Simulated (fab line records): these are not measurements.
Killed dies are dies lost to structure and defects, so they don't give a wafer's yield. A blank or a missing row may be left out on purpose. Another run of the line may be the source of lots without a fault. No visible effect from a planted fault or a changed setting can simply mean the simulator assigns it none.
fab line records -- flow sfq-line
[record] lots = 7, wafers = 21, last-day = 81
route steps=325 shown I1@74
lots untouched by any fault: they come from a run of this same line in which no faults occurred
start-h: the number of hours between the record's first day and the start of the first shown wafer of the lot -- wait-h: how many hours have passed since the lot's step before this one -- " unchanged from the row above -- L1.1+2: several wafers, shown together as one row -- - value missing, or start not given -- * or withheld: withheld -- < > ~ a bound
route shown NAME@n: a module of which the file shows steps, and the number in the route of the first -- usual: mean/standard deviation of fault-free wafers -- same: alike in all rows -- chamber/n: place in a boat -- sites: per-site readings -- _std_site: how widely they spread, as a standard deviation -- _edge_site: the outer-site mean with the inner-site mean subtracted -- radius-mm: for every site, how far away it sits from the centre of the wafer -- mask NAME#n: copy n -- behind: tool/chamber where the wafer was last shaped -- hold: the reason the lot was held/the length of the hold in hours/how it ended -- device: the transistor (n, p or np) that didn't switch -- end of line: the same wafers' tests at the end of the route -- for a step that has no rows: nothing shown but its recipe -- killed: the dies lost at the first sort to structure and to defects; this is not the yield of the wafer -- map: a wafer's dies, marking killed ones x, the rest . and places with no die _
set.NAME: setting as actually run; set.NAME@STEP: the setting as run at that earlier step -- model.NAME: the simulator's own value behind a step, which no gauge read
lots at some steps of the route; a table a step, a row a wafer
services: from which hour (start-h, from the record's first day; less than 0 if before it) a tool's chamber was out of use, for how many hours, and why
[[steps]]
[step SFQ_TRILAYER_I1_CMP_CMP_046]
[recipe] material = SiO2, down-force-psi = 3, platen-rpm = 60, pad-velocity-m-s = 0.94248
[usual] motor-current-A = 10.2/0.89, time-to-endpoint-s = 215/6.8
lot.wafer,tool,chamber,start-h,wait-h,motor-current-A,time-to-endpoint-s
L595.2,cmp-01,2,382.69,1.2,9.7,206
L595.1,cmp-01,0,383.69,2.2,11.2,215
L595.6,cmp-01,3,385.19,3.7,11.5,215
L599.2,cmp-02,0,410.54,0.0,10.6,211
L599.1,cmp-02,1,410.54,0.0,8.7,223
L599.3,cmp-02,2,410.54,0.0,10.1,218
L609.2,cmp-02,1,438.27,3.4,9.1,220
L609.1,cmp-02,2,438.27,3.4,10.0,215
L609.5,cmp-02,3,438.27,3.4,9.9,204
L611.4,cmp-02,1,442.51,0.0,9.2,224
L611.3,cmp-02,2,442.51,0.0,9.4,212
L611.2,cmp-02,0,444.01,1.5,10.3,213
L612.2,cmp-01,1,443.11,0.2,11.6,209
L612.4,cmp-01,0,444.61,1.7,12.2,228
L612.6,cmp-01,2,445.61,2.7,10.4,218
L614.3,cmp-02,2,448.51,2.0,9.4,208
L614.1,cmp-02,0,449.51,3.0,10.8,206
L614.6,cmp-02,3,451.01,4.5,9.7,217
L616.3,cmp-01,2,463.15,6.5,9.9,209
L616.2,cmp-01,0,464.15,7.5,11.4,215
L616.6,cmp-01,1,464.15,7.5,11.3,210
[step SFQ_I1_BOW_MEAS_912]
[recipe] mode = bow
[usual] I1_BOW = 1/7.9
lot.wafer,tool,chamber,start-h,wait-h,I1_BOW[um]
L595.1,film-metro-04,-,385.69,1.5,5
L595.2,film-metro-04,-,385.69,1.5,-10
L595.6,film-metro-04,-,385.69,1.5,-6
L599.1,film-metro-04,-,413.54,2.0,9
L599.2,film-metro-04,-,413.54,2.0,5
L599.3,film-metro-04,-,413.54,2.0,3
L609.1,film-metro-04,-,440.27,1.0,-13
L609.2,film-metro-04,-,440.27,1.0,-5
L609.5,film-metro-04,-,440.27,1.0,3
L611.2,film-metro-01,-,445.53,1.0,6
L611.3,film-metro-01,-,445.53,1.0,7
L611.4,film-metro-01,-,445.53,1.0,0
L612.2,film-metro-02,-,446.13,2.5,-8
L612.4,film-metro-02,-,446.13,2.5,6
L612.6,film-metro-02,-,446.13,2.5,-10
L614.1,film-metro-02,-,451.51,1.5,9
L614.3,film-metro-02,-,451.51,1.5,0
L614.6,film-metro-02,-,451.51,1.5,9
L616.2,film-metro-01,-,465.67,1.0,-5
L616.3,film-metro-01,-,465.67,1.0,6
L616.6,film-metro-01,-,465.67,1.0,3
[step SFQ_TRILAYER_I1_METRO_MEASURE_047]
[usual] thk-nm = 199.9/0.91
lot.wafer,tool,chamber,start-h,wait-h,thk-nm
L595.1,film-metro-04,-,385.81,0.1,199.3
L595.2,film-metro-04,-,385.81,0.1,198.2
L595.6,film-metro-04,-,385.81,0.1,198.4
L599.1,film-metro-04,-,413.66,0.1,200.9
L599.2,film-metro-04,-,413.66,0.1,200.1
L599.3,film-metro-04,-,413.66,0.1,200.1
L609.1,film-metro-04,-,440.39,0.1,200.7
L609.2,film-metro-04,-,440.39,0.1,202.1
L609.5,film-metro-04,-,440.39,0.1,200.0
L611.2,film-metro-01,-,445.83,0.3,198.9
L611.3,film-metro-01,-,445.83,0.3,200.0
L611.4,film-metro-01,-,445.83,0.3,199.9
L612.2,film-metro-02,-,446.43,0.3,198.8
L612.4,film-metro-02,-,446.43,0.3,199.2
L612.6,film-metro-02,-,446.43,0.3,198.2
L614.1,film-metro-02,-,451.63,0.1,200.0
L614.3,film-metro-02,-,451.63,0.1,200.5
L614.6,film-metro-02,-,451.63,0.1,200.0
L616.2,film-metro-01,-,465.97,0.3,202.0
L616.3,film-metro-01,-,465.97,0.3,199.8
L616.6,film-metro-01,-,465.97,0.3,200.5
[step SFQ_TRILAYER_I1_VIA_LITHO_COAT_054]
[recipe] resist = BARC, spin-rpm = 3000, resist-thk-nm = 62
[step SFQ_TRILAYER_I1_VIA_LITHO_COAT_049]
[recipe] resist = KrF, spin-rpm = 3000, resist-thk-nm = 650
[step SFQ_TRILAYER_I1_VIA_LITHO_SOFTBAKE_053]
[recipe] temp-c = withheld, time-s = withheld, resist = KrF
[step SFQ_TRILAYER_I1_VIA_LITHO_EXPOSE_050]
[recipe] mask-id = I1, na = 0.6, source-shape = conventional, sigma-outer = 0.65, target-cd-nm = 500, dose-mj = 21.3
[step SFQ_TRILAYER_I1_VIA_LITHO_PEB_052]
[recipe] peb-temp-c = 115, peb-time-s = 60, resist = KrF
[step SFQ_TRILAYER_I1_VIA_LITHO_DEVELOP_051]
[recipe] time-s = 60, resist = KrF
[step SFQ_I1_OVL_MEAS_913]
[usual] I1_OVL = 4/5.5
lot.wafer,tool,chamber,start-h,wait-h,I1_OVL[nm]
L595.1,overlay-02,-,536.79,0.1,-1
L595.2,overlay-02,-,536.79,0.1,5
L595.6,overlay-02,-,536.79,0.1,6
L599.1,overlay-01,-,571.65,0.1,7
L599.2,overlay-01,-,571.65,0.1,9
L599.3,overlay-01,-,571.65,0.1,8
L609.1,overlay-02,-,603.32,0.1,4
L609.2,overlay-02,-,603.32,0.1,1
L609.5,overlay-02,-,603.32,0.1,8
L611.2,overlay-02,-,605.72,0.1,8
L611.3,overlay-02,-,605.72,0.1,4
L611.4,overlay-02,-,605.72,0.1,4
L612.2,overlay-02,-,606.92,0.1,-1
L612.4,overlay-02,-,606.92,0.1,6
L612.6,overlay-02,-,606.92,0.1,0
L614.1,overlay-02,-,609.32,0.1,-3
L614.3,overlay-02,-,609.32,0.1,4
L614.6,overlay-02,-,609.32,0.1,7
L616.2,overlay-02,-,611.72,0.1,4
L616.3,overlay-02,-,611.72,0.1,6
L616.6,overlay-02,-,611.72,0.1,7
[step SFQ_TRILAYER_I1_VIA_BARC_OPEN_VIA_ETCH_071]
[recipe] mask-material = PR, chemistry = O2, target-depth-nm = 125, target = BARC, source-w = 500, bias-w = 80, pressure-mtorr = 30, time-s = 41.7
[usual] drypump-motor-current-A = 5.7/0.58, oes-product-au = 0.685/0.0047
[same] time-s = 41.7
lot.wafer,tool,chamber,start-h,wait-h,drypump-motor-current-A,oes-product-au,rf-hours-counter-h
L595.1,rie-diel-03,2,536.83,0.0,6.3,0.686,0
L595.2,rie-diel-03,1,536.83,0.0,5.6,0.690,5
L595.6,rie-diel-03,3,536.83,0.0,5.0,0.685,-
L599.1,rie-diel-01,1,571.68,0.0,4.8,0.680,1
L599.2,rie-diel-01,0,571.68,0.0,6.6,0.692,4
L599.3,rie-diel-01,3,571.68,0.0,4.9,0.693,54
L609.1,rie-diel-04,3,603.35,0.0,5.6,0.686,9
L609.2,rie-diel-04,1,603.35,0.0,5.4,0.680,74
L609.5,rie-diel-04,1,603.35,0.0,5.3,0.685,-
L611.2,rie-diel-04,1,605.75,0.0,5.4,0.687,74
L611.3,rie-diel-04,3,605.75,0.0,5.5,0.690,9
L611.4,rie-diel-04,2,605.75,0.0,6.1,0.678,73
L612.2,rie-diel-03,0,606.95,0.0,6.4,0.687,16
L612.4,rie-diel-03,1,606.95,0.0,5.5,0.682,7
L612.6,rie-diel-03,3,606.95,0.0,5.0,0.686,-
L614.1,rie-diel-03,3,609.35,0.0,5.0,0.686,2
L614.3,rie-diel-03,0,609.35,0.0,6.5,0.685,16
L614.6,rie-diel-03,3,609.35,0.0,5.0,0.683,-
L616.2,rie-diel-03,0,611.75,0.0,6.4,0.691,16
L616.3,rie-diel-03,1,611.75,0.0,5.6,0.697,7
L616.6,rie-diel-03,2,611.75,0.0,6.3,0.696,-
[step SFQ_TRILAYER_I1_VIA_ETCH_VIA_ETCH_052]
[recipe] target = SiO2, stop-on = Nb, mask-material = PR, taper-deg = 20, chemistry = CHF3, target-depth-nm = 260, source-w = 500, bias-w = 80, pressure-mtorr = 30, time-s = withheld
[usual] drypump-motor-current-A = 5.7/0.58, oes-product-au = 0.854/0.0053
lot.wafer,tool,chamber,start-h,wait-h,drypump-motor-current-A,oes-product-au
L595.1,rie-diel-03,2,536.87,0.0,6.4,0.845
L595.2,rie-diel-03,1,536.87,0.0,5.5,0.852
L595.6,rie-diel-03,3,536.87,0.0,5.0,0.856
L599.1,rie-diel-01,1,571.72,0.0,4.8,0.855
L599.2,rie-diel-01,0,571.72,0.0,6.6,0.851
L599.3,rie-diel-01,3,571.72,0.0,4.9,0.864
L609.1,rie-diel-04,3,603.39,0.0,5.6,0.856
L609.2,rie-diel-04,1,603.39,0.0,5.3,0.855
L609.5,rie-diel-04,1,603.39,0.0,5.4,0.857
L611.2,rie-diel-04,1,605.79,0.0,5.4,0.858
L611.3,rie-diel-04,3,605.79,0.0,5.5,0.855
L611.4,rie-diel-04,2,605.79,0.0,6.1,0.851
L612.2,rie-diel-03,0,606.99,0.0,6.4,0.852
L612.4,rie-diel-03,1,606.99,0.0,5.6,0.854
L612.6,rie-diel-03,3,606.99,0.0,5.0,0.851
L614.1,rie-diel-03,3,609.39,0.0,5.0,0.850
L614.3,rie-diel-03,0,609.39,0.0,6.4,0.864
L614.6,rie-diel-03,3,609.39,0.0,5.0,0.854
L616.2,rie-diel-03,0,611.79,0.0,6.5,0.859
L616.3,rie-diel-03,1,611.79,0.0,5.6,0.850
L616.6,rie-diel-03,2,611.79,0.0,6.3,0.854
[step SFQ_TRILAYER_I1_VIA_STRIP_STRIP_053]
[recipe] gas = O2, power-w = 200, platen-temp-c = 40, overash-fraction = 0.65, chemistry = O2, pressure-mtorr = 50
[usual] chamber-pressure-mTorr = 50.00/0.047, drypump-motor-current-A = 5.8/0.42, oes-product-au = 0.995/0.0078
lot.wafer,tool,chamber,start-h,wait-h,chamber-pressure-mTorr,drypump-motor-current-A,oes-product-au,rf-hours-counter-h
L595.1,rie-metal-01,0,536.98,-,49.95,5.8,0.992,96
L595.2,rie-metal-01,1,536.98,-,49.95,5.7,0.996,130
L595.6,rie-metal-01,0,536.98,-,50.00,5.8,0.994,-
L599.1,rie-metal-02,1,571.83,-,49.94,5.2,0.995,77
L599.2,rie-metal-02,0,571.83,-,50.02,6.5,0.995,23
L599.3,rie-metal-02,1,571.83,-,49.97,5.2,0.991,-
L609.1,rie-metal-02,0,603.51,-,40.01,6.5,0.992,27
L609.2,rie-metal-02,1,603.51,-,40.05,5.2,0.991,81
L609.5,rie-metal-02,1,603.51,-,40.03,5.2,0.991,-
L611.2,rie-metal-02,1,605.91,-,40.05,5.2,1.003,81
L611.3,rie-metal-02,0,605.91,-,39.97,6.5,0.998,-
L611.4,rie-metal-02,1,605.91,-,40.01,5.2,1.002,-
L612.2,rie-metal-01,0,607.11,-,49.98,5.8,0.996,105
L612.4,rie-metal-01,0,607.11,-,49.95,5.8,0.993,-
L612.6,rie-metal-01,1,607.11,-,50.05,5.7,0.984,-
L614.1,rie-metal-02,0,609.51,-,39.99,6.5,1.000,29
L614.3,rie-metal-02,0,609.51,-,40.04,6.5,0.998,-
L614.6,rie-metal-02,0,609.51,-,40.08,6.5,1.002,-
L616.2,rie-metal-01,1,611.91,-,50.02,5.7,0.993,141
L616.3,rie-metal-01,1,611.91,-,50.00,5.8,0.988,-
L616.6,rie-metal-01,0,611.91,-,49.99,5.7,1.005,-
[step SFQ_TRILAYER_I1_VIA_STRIP_SOLV_CLEAN_054]
[recipe] chemistry = NMP, temp-c = 70, time-s = 600
[[services]]
tool,chamber,start-h,hours,kind
rie-diel-03,0,359.54,1.6,repair
rie-diel-04,2,367.31,6.4,repair
rie-diel-03,2,370.45,13.5,repair
rie-diel-04,1,372.51,7.6,repair
rie-diel-03,3,380.38,6.4,repair
rie-metal-02,-,382.65,0.1,repair
rie-diel-04,0,386.40,35.5,repair
rie-diel-04,3,402.94,5.6,repair
rie-diel-03,2,407.57,1.8,repair
rie-diel-03,1,410.37,4.4,repair
rie-diel-03,2,428.32,7.0,repair
rie-diel-03,0,432.10,11.9,repair
rie-metal-02,0,435.59,19.1,repair
cmp-02,-,451.74,15.6,pm
rie-diel-03,2,459.29,12.1,repair
rie-diel-03,2,471.87,13.2,repair
rie-diel-04,-,481.08,0.8,repair
cmp-02,-,488.98,0.5,repair
rie-metal-02,-,510.70,0.5,repair
cmp-02,-,516.66,6.3,pm
cmp-02,-,521.74,0.6,repair
rie-metal-02,-,524.55,2.8,pm
rie-diel-04,0,557.24,2.5,repair
cmp-02,-,568.76,1.3,repair
[[key]]
[first-sign] step = SFQ_TRILAYER_I1_VIA_STRIP_STRIP_053, reading = chamber-pressure-mTorr, direction = down, sigmas = 99+, usual = 50.00, struck = 40.02
effect none on later readings
met-at SFQ_TRILAYER_I1_VIA_STRIP_STRIP_053
struck-wafers L609.1,L609.2,L609.5,L611.2,L611.3,L611.4,L614.1,L614.3,L614.6
onset-between 571.83 603.51
[fault] kind = process-parameter-drift, tool = rie-metal-02, chamber = -, onset-h = 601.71, steps = SFQ_TRILAYER_I1_VIA_STRIP_STRIP_053, channel = pressure-mtorr, offset = -10, shape = step, end-h = 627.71, acts-in = these-recipes-only, stated = 50
